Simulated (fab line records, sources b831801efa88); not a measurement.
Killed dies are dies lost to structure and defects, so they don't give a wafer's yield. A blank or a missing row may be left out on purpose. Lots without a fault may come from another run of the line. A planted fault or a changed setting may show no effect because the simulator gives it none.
A struck lot beside a sound one | flow gf180mcu | 17 steps out of a route of 602
Sound: wafers L379.1, L379.3, L379.6. Struck: wafers L397.2, L397.5. (L397.3 of the same lot was not struck and is left out.) The cause comes at the end.
At each step with rows: each side's tool, then ch and its chambers, then its first start. Under that, the readings that differ: sound wafers | struck wafers | difference of the means | sigmas: that difference in standard deviations of wafers without a fault.
alike: readings whose means differ by less than 2 such deviations, and words and numbers that are the same on both sides. not compared: withheld readings, readings that some wafer has no value for, bounds like >300 that may hide the same value, and numbers for which the record gives no deviation and whose values overlap.
The two part at a step that has a row with sigmas, a row that says differs or no value, or rows on one side only. Numbers that don't overlap but have no deviation are shown without sigmas and don't part them. A reading that every wafer of one side lacks parts them only if that side has two wafers or more.

first, 4 steps without rows for these wafers: GF_M1_SOFTBAKE_10 (time 60 s); GF_M1_EXPOSE_11 (exposes mask Metal1, target cd 230 nm); GF_M1_PEB_12 (peb time 90 s); GF_M1_DEVELOP_13 (develop time 60 s).
GF_M1_CD_MEAS_14: target cd 230 nm.
  sound on cd_sem-01, day 17 01:16; struck on cd_sem-02, day 23 17:05
  alike: cd_nm
GF_M1_OVL_MEAS_15:
  sound on overlay-02, day 17 01:23; struck on overlay-01, day 23 17:11
  alike: M1_OVL
GF_M1_METAL_ETCH_16: etches the open film in Cl2/BCl3, stops on SiO2, target depth 750.8 nm, time 125.1 s.
  sound on rie_metal-04 ch 0,1, day 17 01:25; struck on rie_metal-01 ch 0,1, day 23 17:13
  alike: drypump_motor_current_A, oes_product_au, throttle_valve_pct
  not compared: rf_hours_counter_h
GF_M1_STRIP_17: strips in O2/N2.
  sound on plasma_asher-01 ch 0, day 17 01:32; struck on plasma_asher-01 ch 0,1, day 23 17:20
  alike: drypump_motor_current_A, heater_power_w, o2_flow_sccm, oes_product_au, strip_time_to_endpoint_s
  not compared: rf_hours_counter_h
then, 3 steps without rows for these wafers: GF_M1_STRIP_18 (strips in post etch residue remover, time 1200 s); GF_M1_CLEAN_19 (cleans in DIW); GF_V1_CVD_00 (deposits SiO2, target thk 600 nm, time 100 s).
GF_V1_THK_MEAS_01:
  sound on film_metro-04, day 17 02:09; struck on film_metro-02, day 23 18:00
  alike: V1_CVD_00_THK
GF_V1_CVD_02: deposits SiO2 from TEOS, target thk 850 nm, time 94.851 s.
  sound on pecvd-01 ch 0,1, day 17 02:13; struck on pecvd-01 ch 1,2, day 23 18:03
  reading                             | sound           | struck      | difference | sigmas
  model.SiO2_of_V1_CVD_02.thk_nm (nm) | 849 845.2 862.9 | 797.8 816.7 | -45.1      |
  alike: heater_power_w
GF_V1_THK_MEAS_03:
  sound on film_metro-02, day 17 02:17; struck on film_metro-02, day 23 18:21
  reading            | sound       | struck  | difference | sigmas
  V1_CVD_02_THK (nm) | 849 845 863 | 797 817 | -45        | -4
  not compared: hold
GF_V1_CMP_04: polishes SiO2.
  sound on cmp-01 ch 1,2, day 17 02:20; struck on cmp-01 ch 2,3, day 23 22:05
  reading                | sound    | struck                                            | difference                   | sigmas
  hold                   | - - -    | await_dispo/3.7h/release await_dispo/3.7h/release | no value on the sound wafers |
  time_to_endpoint_s (s) | 80 78 87 | 64 71                                             | -14                          | -2
  alike: motor_current_A, platen_rpm
GF_V1_BOW_MEAS_05:
  sound on film_metro-03, day 17 02:38; struck on film_metro-02, day 23 22:24
  alike: V1_BOW
-- the record jumps here: 10 days lie between the struck wafers' starts before and after (it left off in module V1 and takes up again in module PASSIVATION, whose first step shown is number 602 of the route) --
GF_PASSIVATION_PROBE_99:
  the record has rows for the struck wafers here (prober-01, day 33 22:41) and none for the sound ones

WHERE THEY PART
First at GF_V1_THK_MEAS_03; last, within this record, at GF_PASSIVATION_PROBE_99.

WHY: what the simulator had put in
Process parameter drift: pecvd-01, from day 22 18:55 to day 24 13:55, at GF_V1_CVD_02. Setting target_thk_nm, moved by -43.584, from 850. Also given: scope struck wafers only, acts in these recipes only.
